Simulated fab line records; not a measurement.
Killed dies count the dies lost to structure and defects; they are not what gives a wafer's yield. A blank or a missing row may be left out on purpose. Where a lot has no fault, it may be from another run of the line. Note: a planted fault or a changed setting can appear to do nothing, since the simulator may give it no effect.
A lot that was struck, set against a sound lot / flow gf180mcu / 20 steps out of a route of 602
Sound: the wafers L721.2, L721.4, L721.5. Struck: wafers L723.3, L723.4, L723.5. The cause is named last.
At each step with rows: each side's tool, then ch and its chambers, then its first start. Under that, the readings that differ: sound wafers / struck wafers / difference of the means / sigmas: that difference in standard deviations of wafers without a fault.
alike: words and numbers the same on both sides, and readings whose means are apart by under 2 such deviations; not compared: readings that were withheld, readings missing a value for some wafer, numbers with overlapping values and no deviation given by the record, and bounds like >300 which may hide the same value.
The two part at a step that has a row with sigmas, a row that says differs or no value, or rows on one side only. Numbers that have no deviation but don't overlap get no sigmas and don't part them. Lack of a reading on every wafer of one side parts them only where that side has two or more wafers.

first, 3 steps without rows for these wafers: GF_MVPSD_EXPOSE_04 (exposes mask MVPSD, target cd 1000 nm); GF_MVPSD_PEB_05; GF_MVPSD_DEVELOP_06 (develop time 60 s).
GF_MVPSD_OVL_MEAS_07:
  sound: overlay-02 at day 5 23:05; struck: overlay-01 at day 6 11:02
  alike: MVPSD_OVL
then, 2 steps without rows for these wafers: GF_MVPSD_IMPLANT_08; GF_MVPSD_IMPLANT_09.
GF_MVPSD_STRIP_10: strips in O2/N2.
  sound on plasmaAsher-01 ch 0,1, day 5 23:25; struck on plasmaAsher-04 ch 0,1, day 6 11:24
reading=heaterPowerW (W); sound=367 352 359; struck=318 305 323; difference=-44; sigmas=-2
reading=o2FlowSccm (sccm); sound=2991 2980 2991; struck=3003 3006 3011; difference=+19; sigmas=+2
  alike: drypumpMotorCurrentA, oesProductAu, stripTimeToEndpointS
  not compared: rfHoursCounterH
GF_MVPSD_TW_MEAS_11:
  sound: filmMetro-03 at day 5 23:35; struck: filmMetro-02 at day 6 11:29
  alike: MVPSD_TW
then, 4 steps without rows for these wafers: GF_VT_IMPLANT_DEHYDRATE_00 (time 60 s); GF_VT_IMPLANT_HMDS_01 (prime time 60 s); GF_VT_IMPLANT_COAT_02 (resist thk 1000 nm); GF_VT_IMPLANT_SOFTBAKE_03 (time 60 s).
GF_VT_IMPLANT_EXPOSE_04: exposes mask LVPWELL LV AREA, target cd 600 nm.
  sound on ilineStepper-02 ch 0, day 6 06:22; struck on ilineStepper-01 ch 0, day 6 19:14
reading=mask; sound=LVPWELL_LV_AREA#0 LVPWELL_LV_AREA#0 LVPWELL_LV_AREA#0; struck=Nwell_LV_AREA#0 Nwell_LV_AREA#0 Nwell_LV_AREA#0; difference=differs; sigmas=
then, 2 steps without rows for these wafers: GF_VT_IMPLANT_PEB_05; GF_VT_IMPLANT_DEVELOP_06 (develop time 60 s).
GF_VT_IMPLANT_OVL_MEAS_07:
  sound: overlay-02 at day 6 14:22; struck: overlay-02 at day 7 02:56
reading=VT_IMPLANT_OVL (nm); sound=0.5 1.8 0.7; struck=- - -; difference=no value on the struck wafers; sigmas=
following that, these wafers have no rows for 1 step: GF_VT_IMPLANT_IMPLANT_08.
GF_VT_IMPLANT_STRIP_09: strips in O2/N2.
  sound on plasmaAsher-01 ch 0,1, day 6 14:33; struck on plasmaAsher-03 ch 0,1, day 7 03:09
reading=drypumpMotorCurrentA (A); sound=5.2 5.1 5.1; struck=5.5 6.1 6.1; difference=+0.8; sigmas=+2
  alike: heaterPowerW, o2FlowSccm, oesProductAu, stripTimeToEndpointS
  not compared: rfHoursCounterH
GF_VT_IMPLANT_TW_MEAS_10:
  sound: filmMetro-01 at day 6 14:40; struck: filmMetro-01 at day 7 03:28
reading=VT_IMPLANT_TW; sound=561.7 561.4 565.6; struck=29.7 29.9 29.6; difference=-533.2; sigmas=-99 or more
  not compared: hold
GF_PASSIVATION_PROBE_99:
  sound wafers here have rows in the record (prober-01, day 30 04:38); struck ones have none

## WHERE THEY PART
At GF_MVPSD_STRIP_10 first; at GF_PASSIVATION_PROBE_99 last (within this record only).

WHY: what had been put in by the simulator
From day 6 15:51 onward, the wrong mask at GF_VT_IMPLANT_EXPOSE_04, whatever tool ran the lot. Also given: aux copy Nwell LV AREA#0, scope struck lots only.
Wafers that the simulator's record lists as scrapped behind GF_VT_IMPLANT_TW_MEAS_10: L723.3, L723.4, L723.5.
